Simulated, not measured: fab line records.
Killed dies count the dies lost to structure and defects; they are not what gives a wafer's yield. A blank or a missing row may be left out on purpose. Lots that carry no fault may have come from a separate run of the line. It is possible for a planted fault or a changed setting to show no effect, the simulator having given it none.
Comparing a struck lot with a sound one / flow sky130 / 22 out of 708 route steps
Sound: the wafers L995.2, L995.3, L995.6. Struck: wafer L111.5 (left out: L111.2, L111.3 of the same lot, which were not struck); the cause appears at the end.
Each step with rows lists, per side, the tool, then ch with its chambers, then its first start. Under that, the readings that differ: sound wafers / struck wafers / difference of the means / sigmas: that difference in standard deviations of wafers without a fault.
alike: readings whose means differ by less than 2 such deviations, and words and numbers that are the same on both sides. not compared: withheld readings, readings that some wafer has no value for, bounds like >300 that may hide the same value, and numbers for which the record gives no deviation and whose values overlap.
Wherever a step has rows on one side only, a row that says differs or no value, or a row with sigmas, the two part there. Numbers that have no deviation but don't overlap get no sigmas and don't part them. Lack of a reading on every wafer of one side parts them only where that side has two or more wafers.

SKY_METAL2_SPUTTER_00: material Ti, target thk 15 nm, time 10 s.
  sound on pvd sputter-02, day 34 14:28; struck on pvd sputter-03, day 39 10:54
  alike: throttle valve pct
then, 1 step without rows for these wafers: SKY_METAL2_SPUTTER_01 (material TiN, target thk 20 nm, time 16.7 s).
SKY_METAL2_SPUTTER_02: material AlCu, target thk 250 nm, time 13.3 s.
  sound on pvd sputter-02, day 34 14:31; struck on pvd sputter-03, day 39 10:57
  alike: throttle valve pct
SKY_METAL2_SPUTTER_03: material Ti, target thk 5 nm, time 3.3 s.
  sound on pvd sputter-02, day 34 14:32; struck on pvd sputter-03, day 39 10:58
  alike: throttle valve pct
SKY_METAL2_SPUTTER_04: material TiN, target thk 70 nm, time 58.3 s.
  sound on pvd sputter-02, day 34 14:34; struck on pvd sputter-03, day 39 10:59
  alike: throttle valve pct
SKY_METAL2_RS_MEAS_05: uses a four-point probe to measure.
  sound on film metro-04, day 34 14:38; struck on film metro-02, day 39 11:04
  alike: METAL2_ALCU_RS
SKY_METAL2_THK_MEAS_06: measures by xrf.
  sound on film metro-04, day 34 14:44; struck on film metro-02, day 39 11:10
  alike: METAL2_ALCU_THK
then, 5 steps without rows for these wafers: SKY_METAL2_DEHYDRATE_07 (time 60 s); SKY_METAL2_HMDS_08 (prime time 60 s); SKY_METAL2_COAT_09 (resist thk 60 nm); SKY_METAL2_COAT_10 (resist thk 450 nm); SKY_METAL2_SOFTBAKE_11 (time 90 s).
SKY_METAL2_EXPOSE_12: exposes mask MM2, target cd 140 nm.
  sound on krf scanner-02 ch 0, day 35 04:38; struck on krf scanner-01 ch 0, day 39 23:53
  alike: mask
then, 2 steps without rows for these wafers: SKY_METAL2_PEB_13; SKY_METAL2_DEVELOP_14 (develop time 60 s).
SKY_METAL2_CD_MEAS_15: target cd 140 nm.
  sound on cd sem-02, day 35 17:42; struck on cd sem-01, day 40 12:09
reading=cd nm (nm); sound=138.3 138.5 138.2; struck=59.7; difference=-78.6; sigmas=-52
SKY_METAL2_OVL_MEAS_16:
  sound on overlay-01, day 35 17:49; struck on overlay-02, day 40 12:16
reading=METAL2_OVL (nm); sound=-7 -10 -1; struck=15; difference=+21; sigmas=+4
SKY_METAL2_DESCUM_17: chemistry O2, time 8 s.
  sound on rie metal-04 ch 0,1, day 35 17:50; struck on rie metal-04 ch 1, day 40 12:17
reading=model.METAL2.cd nm (nm); sound=137.8 138.1 138.1; struck=59.3; difference=-78.7; sigmas=
  alike: drypump motor current A, oes product au
  not compared: rf hours counter h
then, 1 step without rows for these wafers: SKY_METAL2_ETCH_18 (etches BARC in N2/H2, stops on SiO2, time 45.9 s, target depth 60 nm).
SKY_METAL2_METAL_ETCH_19: etches the open film in Cl2/BCl3, stops on SiO2, target depth 360 nm, time 78 s.
  sound on rie metal-04 ch 0,1, day 35 17:56; struck on rie metal-04 ch 1, day 40 12:23
reading=model.METAL2.cd nm (nm); sound=139.4 139.3 137.4; struck=60.61; difference=-78.09; sigmas=
  alike: drypump motor current A, oes product au, throttle valve pct
  not compared: rf hours counter h
SKY_METAL2_STRIP_20: strips in O2/N2.
  sound on plasma asher-01 ch 0,1, day 35 18:01; struck on plasma asher-01 ch 1, day 40 12:28
  alike: drypump motor current A, oes product au, strip time to endpoint s
  not compared: rf hours counter h
-- the record jumps here: 9 days lie between the struck wafers' starts before and after (it left off in module METAL2 and takes up again in module PAD_OPEN, whose first step shown is number 708 of the route) --
SKY_PAD_OPEN_PROBE_99:
  only the struck wafers here have rows in the record (prober-01, day 49 21:59); the sound ones have none

== WHERE THEY PART ==
First at SKY_METAL2_CD_MEAS_15; last, within this record, at SKY_PAD_OPEN_PROBE_99.

WHY: whatever the simulator had introduced
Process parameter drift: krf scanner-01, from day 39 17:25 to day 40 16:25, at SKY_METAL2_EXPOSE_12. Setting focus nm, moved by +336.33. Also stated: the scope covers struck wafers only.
